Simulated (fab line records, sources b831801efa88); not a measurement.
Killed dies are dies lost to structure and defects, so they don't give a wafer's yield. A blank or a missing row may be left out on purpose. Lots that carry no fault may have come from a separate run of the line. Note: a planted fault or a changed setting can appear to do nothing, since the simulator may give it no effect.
Split-lot trial    flow sfq line    route with 325 steps; 5 lots, 23 wafers read

## SPLIT DETAILS
At SFQ_TRILAYER_JJ_TRILAYER_DEP_SPUTTER_112 (material Nb, target thk 170 nm, time 113.3 s), the setting time s was moved away from the recipe's 113.3 s on 7 of the 23 wafers read, by -12.5% to +10.3%. The other wafers ran this setting at the recipe's value.

No step appears in the file between the split and the reading.

## THE READING
JJ_NB_RS, in ohm/sq, at SFQ_JJ_RS_MEAS_929 (measures by four-point-probe). On this fab line, fault-free wafers typically give 1.049 ohm/sq with a standard deviation of 0.0099 ohm/sq.

wafer   tool, chamber at the split  time s as run, s  against the recipe  JJ_NB_RS, ohm/sq  against lot-mates on the recipe
L075.1  pvd sputter-03, -           113.3             recipe              1.051             -
L075.5  pvd sputter-03, -           113.3             recipe              1.045             -
L075.6  pvd sputter-03, -           113.3             recipe              1.048             -
L080.1  pvd sputter-04, -           99.34             -12.3%              1.210             +0.157
L080.2  pvd sputter-04, -           99.34             -12.3%              1.215             +0.163
L080.3  pvd sputter-04, -           99.34             -12.3%              1.206             +0.153
L080.4  pvd sputter-04, -           113.3             recipe              1.047             -
L080.5  pvd sputter-04, -           113.3             recipe              1.058             -
L081.2  pvd sputter-03, -           113.3             recipe              1.041             -
L081.3  pvd sputter-03, -           125               +10.3%              0.936             -0.107
L081.4  pvd sputter-03, -           113.3             recipe              1.038             -
L081.5  pvd sputter-03, -           113.3             recipe              1.050             -
L081.6  pvd sputter-03, -           125               +10.3%              0.942             -0.101
L083.2  pvd sputter-04, -           99.18             -12.5%              1.199             +0.137
L083.3  pvd sputter-04, -           113.3             recipe              1.062             -
L083.4  pvd sputter-04, -           113.3             recipe              1.065             -
L083.5  pvd sputter-04, -           99.18             -12.5%              1.228             +0.166
L083.6  pvd sputter-04, -           113.3             recipe              1.060             -
L085.1  pvd sputter-04, -           113.3             recipe              1.059             -
L085.2  pvd sputter-04, -           113.3             recipe              1.055             -
L085.4  pvd sputter-04, -           113.3             recipe              1.061             -
L085.5  pvd sputter-04, -           113.3             recipe              1.045             -
L085.6  pvd sputter-04, -           113.3             recipe              1.053             -

THE FIT
A straight line over all 23 wafers: JJ_NB_RS changes by -0.0123 ohm/sq for each +1% of time s; r = -0.99; the points scatter about the line by 0.0095 ohm/sq.
The same after taking each lot's own level away (the mean of its wafers on the recipe; 23 wafers): -0.0119 ohm/sq for each +1%; r = -0.99; scatter 0.0089 ohm/sq.
On that fit, the largest move of time s shifts the reading by 0.15 ohm/sq.
The lots' own levels span 1.0430 to 1.0623 ohm/sq, that is 2.0 times the standard deviation above.
Hence the lot-to-lot level has little effect on the slope; both slopes agree.
Check: +0.154 ohm/sq against its lot-mates is what the line predicts for one of the wafers moved furthest among these (-12.5%) when that wafer is left out of the fit. It came out at +0.137 ohm/sq against them.

## OTHER SPLITS ON THESE WAFERS
Note: prior to the reading, these wafers also went through further splits. Each is held against what the fit with the lots' levels taken away leaves over:
other split on the same wafers                       wafers away from the commonest value  r with JJ_NB_RS (lot level and that fit taken away)
SFQ_TRILAYER_I4_CMP_CMP_100 leave above ref nm       5                                     +0.02
SFQ_TRILAYER_I4_VIA_LITHO_COAT_103 spin rpm          9                                     -0.14
SFQ_TRILAYER_I4_VIA_BARC_OPEN_VIA_ETCH_146 source w  7                                     +0.04

## THE WHOLE CHAIN: every reading that the file lists as answering this split, in the file's order
step                                      what it does                                  reading                                                                                             change (the file's fit)               r (the file's)
SFQ_TRILAYER_JJ_TRILAYER_DEP_SPUTTER_112  material Nb, target thk 170 nm, time 113.3 s  Nb_of_TRILAYER_JJ_TRILAYER_DEP_SPUTTER_112.thk nm (the simulator's own value, which no gauge read)  +1.74 nm for each +1% of the setting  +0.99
SFQ_JJ_RS_MEAS_929                        measures by four-point-probe                  JJ_NB_RS                                                                                            -0.0119 for each +1% of the setting   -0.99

## THE FILE'S OWN FIT
JJ_NB_RS changes by -0.0119 ohm/sq for each +1% of time s, r = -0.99.
